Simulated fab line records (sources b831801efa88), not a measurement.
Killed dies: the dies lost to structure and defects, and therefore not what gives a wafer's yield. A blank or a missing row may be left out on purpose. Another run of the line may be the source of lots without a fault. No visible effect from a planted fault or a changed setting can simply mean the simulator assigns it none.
fab line records	flow sfqLine
record lots=7	wafers=20	lastDay=81
route steps=325 shown L0@4 L0V@16 M0@28 I0@43 M8@325
lots with no fault: from the same line, run without faults
startH: hours from the record's opening day to when the first of the lot's shown wafers began	waitH: how many hours have passed since the lot's step before this one	" identical to the entry in the row above	L1.1+2: one row covering several wafers at once	- either no value or no given start	* or withheld: withheld	< > ~ a bound
route shown NAME@n: NAME is a module with steps in the file, n the number in the route of the first one	usual: the fault-free wafers' mean and standard deviation	same: alike in all rows	chamber/n: place in a boat	sites: the reading at each site	_std_site: their standard deviation	_edge_site: outer sites' mean less inner sites'	radiusMm: how far each site lies from the wafer's centre	mask NAME#n: copy n	behind: the tool/chamber that last shaped the wafer	hold: cause of the lot's hold/its duration in hours/its outcome	device: whichever transistor did not switch (one of n, p or np)	end of line: the same wafers' tests at the end of the route	step lacking rows: just its recipe	killed: not the wafer's yield, but the dies lost to structure and defects at the first sort	map: dies across one wafer; x = killed, . = not, _ = none there
set.NAME: the setting that was run; set.NAME@STEP: the one run at that earlier step	model.NAME: the simulator's own value behind a step, which no gauge read
lots seen at some steps along the route; tables by step, rows by wafer
services: the hour from which a tool's chamber was out of use, counted from the record's first day as startH (under 0 if before that day), plus the number of hours and why
## steps
# step SFQ_L0_RS_MEAS_901
# recipe thkMeasGauge=four-point-probe	reads=MoNx_KI_of_TRILAYER_L0_DEP_SPUTTER_003
# usual L0_MONX_KI_RS=43.4/0.37
lot.wafer	tool	chamber	startH	waitH	L0_MONX_KI_RS[ohm/sq]
L213.1	filmMetro-04	-	22.56	0.0	42.9
L213.2	"	-	"	"	43.1
L213.6	"	-	"	"	43.2
L215.1	filmMetro-02	-	32.56	0.0	43.9
L215.4	"	-	"	"	43.6
L215.6	"	-	"	"	43.7
L216.1	filmMetro-02	-	37.56	0.0	43.7
L216.2	"	-	"	"	43.2
L216.3	"	-	"	"	43.0
L220.2	filmMetro-01	-	57.58	0.1	43.1
L220.6	"	-	"	"	43.3
L221.2	filmMetro-02	-	62.58	0.1	43.6
L221.5	"	-	"	"	43.0
L221.6	"	-	"	"	43.5
L223.1	filmMetro-04	-	72.56	0.0	43.8
L223.4	"	-	"	"	43.2
L223.5	"	-	"	"	43.6
L234.1	filmMetro-04	-	127.56	0.0	43.3
L234.3	"	-	"	"	43.3
L234.6	"	-	"	"	43.5
# step SFQ_L0_THK_MEAS_902
# recipe thkMeasGauge=xrf	reads=MoNx_KI_of_TRILAYER_L0_DEP_SPUTTER_003
# usual L0_MONX_KI_THK=40.8/0.39
lot.wafer	tool	chamber	startH	waitH	L0_MONX_KI_THK[nm]
L213.1	filmMetro-04	-	22.68	0.1	41.1
L213.2	"	-	"	"	41.0
L213.6	"	-	"	"	41.0
L215.1	filmMetro-02	-	32.68	0.1	40.4
L215.4	"	-	"	"	40.7
L215.6	"	-	"	"	40.5
L216.1	filmMetro-02	-	37.68	0.1	40.5
L216.2	"	-	"	"	41.0
L216.3	"	-	"	"	41.3
L220.2	filmMetro-01	-	57.69	0.1	40.9
L220.6	"	-	"	"	40.7
L221.2	filmMetro-02	-	62.69	0.1	40.5
L221.5	"	-	"	"	41.1
L221.6	"	-	"	"	40.7
L223.1	filmMetro-04	-	72.68	0.1	40.6
L223.4	"	-	"	"	41.1
L223.5	"	-	"	"	40.7
L234.1	filmMetro-04	-	127.68	0.1	41.0
L234.3	"	-	"	"	41.1
L234.6	"	-	"	"	40.9
# step SFQ_TRILAYER_L0_LITHO_COAT_010
# recipe resist=BARC	spinRpm=3000	resistThkNm=62
# step SFQ_TRILAYER_L0_LITHO_COAT_005
# recipe resist=KrF	spinRpm=3000	resistThkNm=600
# step SFQ_TRILAYER_L0_LITHO_SOFTBAKE_009
# recipe tempC=withheld	timeS=withheld	resist=KrF
# step SFQ_TRILAYER_L0_LITHO_EXPOSE_006
# recipe maskId=L0	na=0.6	sourceShape=conventional	sigmaOuter=0.65	targetCdNm=2000	doseMj=14.4
# step SFQ_TRILAYER_L0_LITHO_PEB_008
# recipe pebTempC=115	pebTimeS=60	resist=KrF
# step SFQ_TRILAYER_L0_LITHO_DEVELOP_007
# recipe timeS=60	resist=KrF
# step SFQ_TRILAYER_L0_BARC_OPEN_METAL_ETCH_010
# recipe maskMaterial=PR	chemistry=O2	targetDepthNm=125	target=BARC	icpW=600	biasW=80	pressureMtorr=10	timeS=41.7
# usual drypumpMotorCurrentA=5.9/0.37	heBacksideLeakSccm=3.4/0.35	oesProductAu=0.685/0.0044
lot.wafer	tool	chamber	startH	waitH	drypumpMotorCurrentA	heBacksideLeakSccm	oesProductAu	rfHoursCounterH
L213.1	rieMetal-01	0	78.81	0.1	5.8	3.7	0.686	15
L213.2	"	1	"	"	5.7	3.1	0.679	49
L213.6	"	0	"	"	5.8	3.8	0.687	-
L215.1	rieMetal-02	1	101.50	0.1	5.2	3.6	0.685	197
L215.4	"	0	"	"	6.5	3.5	0.682	-
L215.6	"	1	"	"	5.2	3.5	0.689	-
L216.1	rieMetal-02	0	107.50	0.1	6.5	3.3	0.689	137
L216.2	"	0	"	"	6.5	3.4	0.691	-
L216.3	"	0	"	"	6.5	3.4	0.688	-
L220.2	rieMetal-01	0	130.30	0.1	5.8	3.6	0.684	24
L220.6	"	1	"	"	5.7	3.2	0.688	-
L221.2	rieMetal-01	1	137.50	0.1	5.7	3.1	0.680	60
L221.5	"	1	"	"	5.8	3.1	0.689	-
L221.6	"	0	"	"	5.8	3.6	0.684	-
L223.1	rieMetal-01	1	151.88	0.1	5.7	3.2	0.686	63
L223.4	"	1	"	"	5.7	3.2	0.680	-
L223.5	"	1	"	"	5.7	3.2	0.692	-
L234.1	rieMetal-02	0	222.93	0.1	6.5	3.4	0.688	158
L234.3	"	0	"	"	6.5	3.5	0.681	-
L234.6	"	0	"	"	6.5	3.4	0.680	-
# step SFQ_TRILAYER_L0_ETCH_METAL_ETCH_008
# recipe target=MoNx_KI	stopOn=SiO2	maskMaterial=PR	chemistry=SF6/O2	targetDepthNm=50	icpW=600	biasW=80	pressureMtorr=10	timeS=25
# step SFQ_TRILAYER_L0_STRIP_STRIP_009
# recipe gas=O2	powerW=200	platenTempC=40	overashFraction=0.65	chemistry=O2	pressureMtorr=50
# usual drypumpMotorCurrentA=5.9/0.37	heBacksideLeakSccm=3.40/0.25	oesProductAu=0.997/0.0098
lot.wafer	tool	chamber	startH	waitH	drypumpMotorCurrentA	heBacksideLeakSccm	oesProductAu	rfHoursCounterH
L213.1	rieMetal-01	0	78.91	0.0	5.8	3.65	0.993	15
L213.2	"	1	"	"	5.7	3.15	0.992	49
L213.6	"	0	"	"	5.8	3.29	0.991	-
L215.1	rieMetal-02	1	101.60	0.0	5.2	3.44	0.999	197
L215.4	"	0	"	"	6.5	3.53	0.999	-
L215.6	"	1	"	"	5.2	3.49	1.005	-
L216.1	rieMetal-02	0	107.71	0.1	6.5	3.49	1.009	137
L216.2	"	0	"	"	6.5	3.46	1.004	-
L216.3	"	0	"	"	6.5	3.37	1.005	-
L220.2	rieMetal-01	0	130.40	0.0	5.8	3.16	0.993	24
L220.6	"	1	"	"	5.7	3.11	0.993	-
L221.2	rieMetal-01	1	137.60	0.0	5.8	3.18	0.988	60
L221.5	"	1	"	"	5.7	3.28	0.988	-
L221.6	"	0	"	"	5.8	3.30	1.005	-
L223.1	rieMetal-01	1	151.98	0.0	5.7	3.34	0.991	63
L223.4	"	1	"	"	5.7	3.30	0.990	-
L223.5	"	1	"	"	5.7	3.36	0.988	-
L234.1	rieMetal-02	0	223.03	0.0	6.5	3.38	1.001	159
L234.3	"	0	"	"	6.5	3.48	1.009	-
L234.6	"	0	"	"	6.5	3.48	0.995	-
# step SFQ_TRILAYER_L0_STRIP_SOLV_CLEAN_010
# recipe chemistry=NMP	tempC=70	timeS=600
# step SFQ_TRILAYER_L0_CAP_PECVD_011
# recipe material=SiO2	tempC=150	timeS=13.333	pressureTorr=2.4	rfW=183.3	precursor=SiH4/N2O	targetThkNm=60
# usual heaterPowerW=84/7.1	throttleValvePct=25.4/2.9
lot.wafer	tool	chamber	startH	waitH	heaterPowerW	throttleValvePct	model.SiO2_of_TRILAYER_L0_CAP_PECVD_011.thkNm
L213.1	pecvd-03	0	79.89	0.0	84	30.1	59.57
L213.2	"	1	"	"	89	24.5	58.52
L213.6	"	2	"	"	93	27.5	59.98
L215.1	pecvd-03	1	102.38	0.0	85	24.0	59.68
L215.4	"	2	"	"	89	27.6	60.51
L215.6	"	1	"	"	89	24.2	60.67
L216.1	pecvd-04	0	109.10	0.0	84	22.6	59.13
L216.2	"	1	"	"	73	23.9	59.3
L216.3	"	2	"	"	94	22.7	59.21
L220.2	pecvd-01	0	131.18	0.0	75	30.9	98.97
L220.6	"	2	"	"	77	25.7	60.05
L221.2	pecvd-01	1	138.38	0.0	92	24.1	99.83
L221.5	"	2	"	"	85	25.6	99.99
L221.6	"	1	"	"	94	24.3	61.51
L223.1	pecvd-01	2	152.76	0.0	78	25.5	58.95
L223.4	"	1	"	"	89	24.1	61.01
L223.5	"	2	"	"	76	25.8	99.62
L234.1	pecvd-01	0	223.81	0.0	82	22.9	59.08
L234.3	"	2	"	"	86	22.9	59.02
L234.6	"	1	"	"	92	21.8	61.21
# step SFQ_TRILAYER_L0_VIA_LITHO_COAT_018
# recipe resist=BARC	spinRpm=3000	resistThkNm=62
# step SFQ_TRILAYER_L0_VIA_LITHO_COAT_013
# recipe resist=KrF	spinRpm=3000	resistThkNm=650
# step SFQ_TRILAYER_L0_VIA_LITHO_SOFTBAKE_017
# recipe tempC=withheld	timeS=withheld	resist=KrF
# step SFQ_TRILAYER_L0_VIA_LITHO_EXPOSE_014
# recipe maskId=L0V	na=0.6	sourceShape=conventional	sigmaOuter=0.65	targetCdNm=700	doseMj=21.3
# step SFQ_TRILAYER_L0_VIA_LITHO_PEB_016
# recipe pebTempC=115	pebTimeS=60	resist=KrF
# step SFQ_TRILAYER_L0_VIA_LITHO_DEVELOP_015
# recipe timeS=60	resist=KrF
# step SFQ_L0V_OVL_MEAS_903
# usual L0V_OVL=3/5.1
lot.wafer	tool	chamber	startH	waitH	L0V_OVL[nm]
L213.1	overlay-01	-	160.28	0.1	-8
L213.2	"	-	"	"	-1
L213.6	"	-	"	"	0
L215.1	overlay-01	-	190.53	0.1	10
L215.4	"	-	"	"	4
L215.6	"	-	"	"	11
L216.1	overlay-01	-	196.53	0.1	1
L216.2	"	-	"	"	6
L216.3	"	-	"	"	3
L220.2	overlay-01	-	226.53	0.1	11
L220.6	"	-	"	"	4
L221.2	overlay-01	-	234.08	0.1	-3
L221.5	"	-	"	"	3
L221.6	"	-	"	"	-2
L223.1	overlay-02	-	249.70	0.1	-5
L223.4	"	-	"	"	4
L223.5	"	-	"	"	1
L234.1	overlay-02	-	328.94	0.1	-1
L234.3	"	-	"	"	1
L234.6	"	-	"	"	1
# step SFQ_TRILAYER_L0_VIA_BARC_OPEN_VIA_ETCH_021
# recipe maskMaterial=PR	chemistry=O2	targetDepthNm=125	target=BARC	sourceW=500	biasW=80	pressureMtorr=30	timeS=41.7
# step SFQ_TRILAYER_L0_VIA_ETCH_VIA_ETCH_016
# recipe target=SiO2	stopOn=MoNx_KI	maskMaterial=PR	chemistry=CHF3	targetDepthNm=80	sourceW=500	biasW=80	pressureMtorr=30	timeS=withheld
# usual drypumpMotorCurrentA=5.6/0.59	oesProductAu=0.841/0.0075
lot.wafer	tool	chamber	startH	waitH	drypumpMotorCurrentA	oesProductAu	model.etch.depthNm	model.L0V.featureDepthNm
L213.1	rieDiel-02	1	160.35	0.0	5.4	0.835	59.57	59.57
L213.2	"	3	"	"	6.3	0.823	58.52	58.52
L213.6	"	0	"	"	6.5	0.841	59.98	59.98
L215.1	rieDiel-02	1	190.60	0.0	5.4	0.834	59.68	59.68
L215.4	"	2	"	"	5.4	0.847	60.51	60.51
L215.6	"	3	"	"	6.3	0.848	60.67	60.67
L216.1	rieDiel-01	2	196.60	0.0	5.1	0.837	59.13	59.13
L216.2	"	0	"	"	6.6	0.846	59.3	59.3
L216.3	"	3	"	"	4.9	0.836	59.21	59.21
L220.2	rieDiel-02	2	226.60	0.0	5.4	1.000	80.7	80.7
L220.6	"	0	"	"	6.4	0.840	60.05	60.05
L221.2	rieDiel-04	2	234.15	0.0	6.1	0.994	78.3	78.3
L221.5	"	0	"	"	6.1	0.981	77.89	77.89
L221.6	"	3	"	"	5.5	0.856	61.51	61.51
L223.1	rieDiel-04	3	249.77	0.0	5.6	0.842	58.95	58.95
L223.4	"	2	"	"	6.1	0.851	61.01	61.01
L223.5	"	0	"	"	6.1	0.981	78.41	78.41
L234.1	rieDiel-02	1	329.01	0.0	5.4	0.834	59.08	59.08
L234.3	"	3	"	"	6.2	0.835	59.02	59.02
L234.6	"	0	"	"	6.4	0.854	61.21	61.21
# step SFQ_TRILAYER_L0_VIA_STRIP_STRIP_017
# recipe gas=O2	powerW=200	platenTempC=40	overashFraction=0.65	chemistry=O2	pressureMtorr=50
# step SFQ_TRILAYER_L0_VIA_STRIP_SOLV_CLEAN_018
# recipe chemistry=NMP	tempC=70	timeS=600
# step SFQ_TRILAYER_M0_DEP_PRE_CLEAN_020
# recipe gas=Ar	timeS=15	biasV=250
lot.wafer	tool	chamber	startH	waitH	model.SiO2_of_TRILAYER_L0_CAP_PECVD_011.thkNm
L213.1	pvdSputter-04	-	161.17	0.0	54.57
L213.2	"	-	"	"	53.52
L213.6	"	-	"	"	54.98
L215.1	pvdSputter-06	-	191.44	0.0	54.68
L215.4	"	-	"	"	55.51
L215.6	"	-	"	"	55.67
L216.1	pvdSputter-03	-	197.42	0.0	54.13
L216.2	"	-	"	"	54.3
L216.3	"	-	"	"	54.21
L220.2	pvdSputter-04	-	227.42	0.0	93.97
L220.6	"	-	"	"	55.05
L221.2	pvdSputter-06	-	234.97	0.0	94.83
L221.5	"	-	"	"	94.99
L221.6	"	-	"	"	56.51
L223.1	pvdSputter-04	-	251.20	0.0	53.95
L223.4	"	-	"	"	56.01
L223.5	"	-	"	"	94.62
L234.1	pvdSputter-04	-	329.83	0.0	54.08
L234.3	"	-	"	"	54.02
L234.6	"	-	"	"	56.21
# step SFQ_TRILAYER_M0_DEP_SPUTTER_019
# recipe material=Nb	basePressurePa=1.33e-06	chamberPressurePa=0.1333	substrateTempC=20	resputterCathodeVoltageV=400	targetThkNm=200	powerW=2000	timeS=133.3
# usual cathodeDcPowerW=2000.0/0.36	throttleValvePct=30.1/1.4
lot.wafer	tool	chamber	startH	waitH	cathodeDcPowerW	throttleValvePct
L213.1	pvdSputter-04	-	161.20	0.0	1999.4	31.2
L213.2	"	-	"	"	1999.5	32.0
L213.6	"	-	"	"	2000.3	31.7
L215.1	pvdSputter-06	-	191.46	0.0	2000.1	28.8
L215.4	"	-	"	"	2000.1	28.8
L215.6	"	-	"	"	2000.0	31.1
L216.1	pvdSputter-03	-	197.45	0.0	1999.4	28.4
L216.2	"	-	"	"	2000.1	30.6
L216.3	"	-	"	"	1999.9	32.4
L220.2	pvdSputter-04	-	227.45	0.0	2000.2	31.6
L220.6	"	-	"	"	2000.0	31.3
L221.2	pvdSputter-06	-	235.00	0.0	1999.6	31.0
L221.5	"	-	"	"	2000.0	28.8
L221.6	"	-	"	"	2000.1	30.8
L223.1	pvdSputter-04	-	251.22	0.0	2000.2	30.6
L223.4	"	-	"	"	1999.5	31.1
L223.5	"	-	"	"	1999.8	31.7
L234.1	pvdSputter-04	-	329.86	0.0	2000.2	31.4
L234.3	"	-	"	"	2000.6	30.2
L234.6	"	-	"	"	2000.0	31.4
# step SFQ_M0_RS_MEAS_904
# recipe thkMeasGauge=four-point-probe	reads=Nb_of_TRILAYER_M0_DEP_SPUTTER_019
# usual M0_NB_RS=0.884/0.011
lot.wafer	tool	chamber	startH	waitH	M0_NB_RS[ohm/sq]
L213.1	filmMetro-04	-	161.29	0.0	0.898
L213.2	"	-	"	"	0.896
L213.6	"	-	"	"	0.887
L215.1	filmMetro-04	-	191.56	0.0	0.892
L215.4	"	-	"	"	0.860
L215.6	"	-	"	"	0.873
L216.1	filmMetro-02	-	197.54	0.0	0.881
L216.2	"	-	"	"	0.878
L216.3	"	-	"	"	0.869
L220.2	filmMetro-04	-	227.56	0.1	0.878
L220.6	"	-	"	"	0.873
L221.2	filmMetro-04	-	235.11	0.1	0.892
L221.5	"	-	"	"	0.871
L221.6	"	-	"	"	0.885
L223.1	filmMetro-03	-	251.31	0.0	0.895
L223.4	"	-	"	"	0.894
L223.5	"	-	"	"	0.885
L234.1	filmMetro-04	-	329.95	0.0	0.890
L234.3	"	-	"	"	0.890
L234.6	"	-	"	"	0.891
# step SFQ_TRILAYER_M0_LITHO_COAT_026
# recipe resist=BARC	spinRpm=3000	resistThkNm=62
# step SFQ_TRILAYER_M0_LITHO_COAT_021
# recipe resist=KrF	spinRpm=3000	resistThkNm=600
# step SFQ_TRILAYER_M0_LITHO_SOFTBAKE_025
# recipe tempC=withheld	timeS=withheld	resist=KrF
# step SFQ_TRILAYER_M0_LITHO_EXPOSE_022
# recipe maskId=M0	na=0.6	sourceShape=conventional	sigmaOuter=0.65	targetCdNm=500	doseMj=14.4
# step SFQ_TRILAYER_M0_LITHO_PEB_024
# recipe pebTempC=115	pebTimeS=60	resist=KrF
# step SFQ_TRILAYER_M0_LITHO_DEVELOP_023
# recipe timeS=60	resist=KrF
# step SFQ_M0_OVL_MEAS_906
# usual M0_OVL=0/5.5
lot.wafer	tool	chamber	startH	waitH	M0_OVL[nm]
L213.1	overlay-02	-	261.82	0.1	8
L213.2	"	-	"	"	2
L213.6	"	-	"	"	3
L215.1	overlay-02	-	293.02	0.1	-2
L215.4	"	-	"	"	2
L215.6	"	-	"	"	6
L216.1	overlay-02	-	294.22	0.1	7
L216.2	"	-	"	"	10
L216.3	"	-	"	"	5
L220.2	overlay-01	-	299.03	0.1	-5
L220.6	"	-	"	"	-2
L221.2	overlay-01	-	300.23	0.1	-3
L221.5	"	-	"	"	-12
L221.6	"	-	"	"	-7
L223.1	overlay-02	-	303.82	0.1	4
L223.4	"	-	"	"	-14
L223.5	"	-	"	"	-3
L234.1	overlay-02	-	332.38	0.1	2
L234.3	"	-	"	"	4
L234.6	"	-	"	"	-3
# step SFQ_TRILAYER_M0_BARC_OPEN_METAL_ETCH_031
# recipe maskMaterial=PR	chemistry=O2	targetDepthNm=125	target=BARC	icpW=600	biasW=80	pressureMtorr=10	timeS=41.7
# step SFQ_TRILAYER_M0_ETCH_METAL_ETCH_024
# recipe target=Nb	stopOn=SiO2	maskMaterial=PR	chemistry=Cl2/Ar	targetDepthNm=240	icpW=600	biasW=80	pressureMtorr=10	timeS=120
# usual drypumpMotorCurrentA=5.9/0.31	heBacksideLeakSccm=3.4/0.31	oesProductAu=0.898/0.0077
lot.wafer	tool	chamber	startH	waitH	drypumpMotorCurrentA	heBacksideLeakSccm	oesProductAu	rfHoursCounterH
L213.1	rieMetal-04	0	261.98	0.1	6.3	3.2	0.892	107
L213.2	"	0	"	"	6.3	3.2	0.886	-
L213.6	"	0	"	"	6.3	3.1	0.902	-
L215.1	rieMetal-03	0	293.12	0.0	5.5	3.3	0.893	65
L215.4	"	1	"	"	6.3	3.3	0.912	-
L215.6	"	0	"	"	5.5	3.2	0.898	-
L216.1	rieMetal-01	1	294.32	0.0	5.7	3.3	0.893	89
L216.2	"	0	"	"	5.8	3.5	0.901	54
L216.3	"	0	"	"	5.8	3.7	0.905	-
L220.2	rieMetal-04	1	299.12	0.0	5.7	3.4	0.903	46
L220.6	"	1	"	"	5.7	3.4	0.914	-
L221.2	rieMetal-03	0	300.42	0.1	5.5	3.3	0.893	-
L221.5	"	0	"	"	5.5	3.4	0.902	-
L221.6	"	0	"	"	5.5	3.5	0.892	-
L223.1	rieMetal-04	0	303.92	0.0	6.3	3.5	0.881	116
L223.4	"	0	"	"	6.3	3.2	0.888	-
L223.5	"	1	"	"	5.7	3.3	0.900	-
L234.1	rieMetal-01	0	332.48	0.0	5.8	3.7	0.892	61
L234.3	"	1	"	"	5.7	3.2	0.888	-
L234.6	"	1	"	"	5.7	3.2	0.890	-
# step SFQ_TRILAYER_M0_STRIP_STRIP_025
# recipe gas=O2	powerW=200	platenTempC=40	overashFraction=0.65	chemistry=O2	pressureMtorr=50
# step SFQ_TRILAYER_M0_STRIP_SOLV_CLEAN_026
# recipe chemistry=NMP	tempC=70	timeS=600
# step SFQ_TRILAYER_I0_DEP_PECVD_027
# recipe material=SiO2	tempC=150	timeS=111.11	pressureTorr=2.4	rfW=183.3	precursor=SiH4/N2O	targetThkNm=500
# step SFQ_TRILAYER_I0_CMP_CMP_028
# recipe material=SiO2	downForcePsi=3	platenRpm=60	padVelocityMS=0.94248
# usual motorCurrentA=10.4/0.93	slurryFilterDpKPa=13.49/0.14	timeToEndpointS=213/7.5
lot.wafer	tool	chamber	startH	waitH	motorCurrentA	slurryFilterDpKPa	timeToEndpointS
L213.2	cmp-02	1	265.14	1.5	8.4	13.37	207
L213.1	"	3	266.14	2.5	10.1	13.42	205
L213.6	"	1	267.14	3.5	8.7	13.50	210
L215.1	cmp-02	2	294.60	0.5	10.5	13.50	212
L215.4	"	0	295.60	1.5	10.8	13.55	225
L215.6	"	1	"	"	8.5	13.47	226
L216.1	cmp-01	2	297.01	1.8	9.9	13.80	197
L216.2	"	3	"	"	11.1	13.32	206
L216.3	"	0	"	"	11.6	13.66	212
L221.2	cmp-02	1	303.60	1.6	9.6	13.51	211
L221.5	"	0	305.10	3.0	11.0	13.45	218
L221.6	"	1	"	"	8.5	13.66	217
L220.2	cmp-01	3	304.51	4.5	11.1	13.54	219
L220.6	"	0	"	"	10.7	13.40	214
L223.1	cmp-01	3	309.01	4.2	10.5	13.53	214
L223.4	"	0	"	"	11.6	13.52	217
L223.5	"	3	311.01	6.1	10.9	13.26	217
L234.3	cmp-02	0	333.95	0.5	10.7	13.66	208
L234.1	"	1	"	"	8.9	13.56	211
L234.6	"	3	335.45	2.0	10.5	13.48	207
# step SFQ_I0_BOW_MEAS_907
# recipe mode=bow
# usual I0_BOW=1/7
lot.wafer	tool	chamber	startH	waitH	I0_BOW[um]
L213.1	filmMetro-02	-	267.64	1.0	3
L213.2	"	-	"	"	11
L213.6	"	-	"	"	0
L215.1	filmMetro-03	-	297.10	2.0	7
L215.4	"	-	"	"	-1
L215.6	"	-	"	"	-2
L216.1	filmMetro-02	-	300.01	2.5	4
L216.2	"	-	"	"	0
L216.3	"	-	"	"	-2
L220.2	filmMetro-02	-	306.03	1.0	7
L220.6	"	-	"	"	1
L221.2	filmMetro-01	-	306.12	2.0	5
L221.5	"	-	"	"	15
L221.6	"	-	"	"	6
L223.1	filmMetro-02	-	312.01	2.5	0
L223.4	"	-	"	"	-2
L223.5	"	-	"	"	-7
L234.1	filmMetro-01	-	336.45	1.5	-8
L234.3	"	-	"	"	3
L234.6	"	-	"	"	-1
# step SFQ_M8_BOW_MEAS_951
# recipe mode=bow
# usual M8_BOW=7/12
lot.wafer	tool	chamber	startH	waitH	M8_BOW[um]	model.etest.l0v.linkOhm
L213.1	filmMetro-01	-	1628.80	0.0	6	43.86
L213.2	"	-	"	"	15	44.13
L213.6	"	-	"	"	4	44.19
L215.1	filmMetro-03	-	1669.54	0.0	10	44.77
L215.4	"	-	"	"	-1	44.58
L215.6	"	-	"	"	-1	44.59
L216.1	filmMetro-02	-	1676.74	0.0	18	44.56
L216.2	"	-	"	"	14	44.22
L216.3	"	-	"	"	12	43.95
L220.2	filmMetro-03	-	1776.65	0.0	7	1e+06
L220.6	"	-	"	"	2	44.18
L221.2	filmMetro-01	-	1780.25	0.0	24	1e+06
L221.5	"	-	"	"	35	1e+06
L221.6	"	-	"	"	27	44.48
L223.1	filmMetro-02	-	1789.23	0.0	-2	44.66
L223.4	"	-	"	"	-4	44
L223.5	"	-	"	"	-10	1e+06
L234.1	filmMetro-03	-	1935.24	0.0	-11	44.18
L234.3	"	-	"	"	-2	44.14
L234.6	"	-	"	"	-4	44.31
## services
tool	chamber	startH	hours	kind
pecvd-01	1	63.05	3.1	repair
cmp-01	-	69.07	4.0	pm
cmp-01	-	102.27	3.1	repair
pvdSputter-06	-	104.58	1.2	repair
rieDiel-02	2	119.52	3.2	repair
rieDiel-02	3	120.31	27.6	repair
pvdSputter-04	-	123.44	7.9	repair
pecvd-01	-	129.07	0.9	repair
rieDiel-02	1	137.84	7.4	repair
cmp-02	-	146.63	5.7	pm
pecvd-01	-	167.55	0.7	repair
cmp-01	-	171.97	1.9	repair
pecvd-01	-	194.25	14.0	pm
pvdSputter-04	-	201.76	7.9	repair
cmp-01	-	225.77	4.0	pm
cmp-02	-	233.41	4.0	pm
cmp-02	-	245.30	0.7	repair
rieDiel-02	1	245.30	5.9	repair
pvdSputter-04	-	272.09	2.9	repair
pvdSputter-04	-	293.06	34.3	repair
rieDiel-02	1	296.92	6.5	repair
rieDiel-02	-	308.44	0.2	repair
pvdSputter-04	-	325.80	3.1	repair
rieMetal-02	-	332.15	1.3	repair
## key
firstSign step=SFQ_TRILAYER_L0_VIA_ETCH_VIA_ETCH_016	reading=oesProductAu	direction=up	sigmas=20	usual=0.841	struck=0.989
effect none on later readings
modelEffect step=SFQ_TRILAYER_L0_CAP_PECVD_011	value=SiO2_of_TRILAYER_L0_CAP_PECVD_011.thkNm	without=59.86	struck=99.6
modelEffect step=SFQ_TRILAYER_L0_VIA_ETCH_VIA_ETCH_016	value=etch.depthNm	without=59.86	struck=78.83
modelEffect step=SFQ_TRILAYER_M0_DEP_PRE_CLEAN_020	value=SiO2_of_TRILAYER_L0_CAP_PECVD_011.thkNm	without=54.86	struck=94.6
modelEffect step=SFQ_M8_BOW_MEAS_951	value=etest.l0v.linkOhm	without=44.24	struck=1e+06
metAt SFQ_TRILAYER_L0_CAP_PECVD_011
struckWafers L220.2,L221.2,L221.5,L223.5
fault kind=processParameterDrift	tool=pecvd-01	chamber=-	onsetH=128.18	steps=SFQ_TRILAYER_L0_CAP_PECVD_011	channel=timeS	offset=*	shape=step	endH=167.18	scope=struckWafersOnly	actsIn=*	stated=*
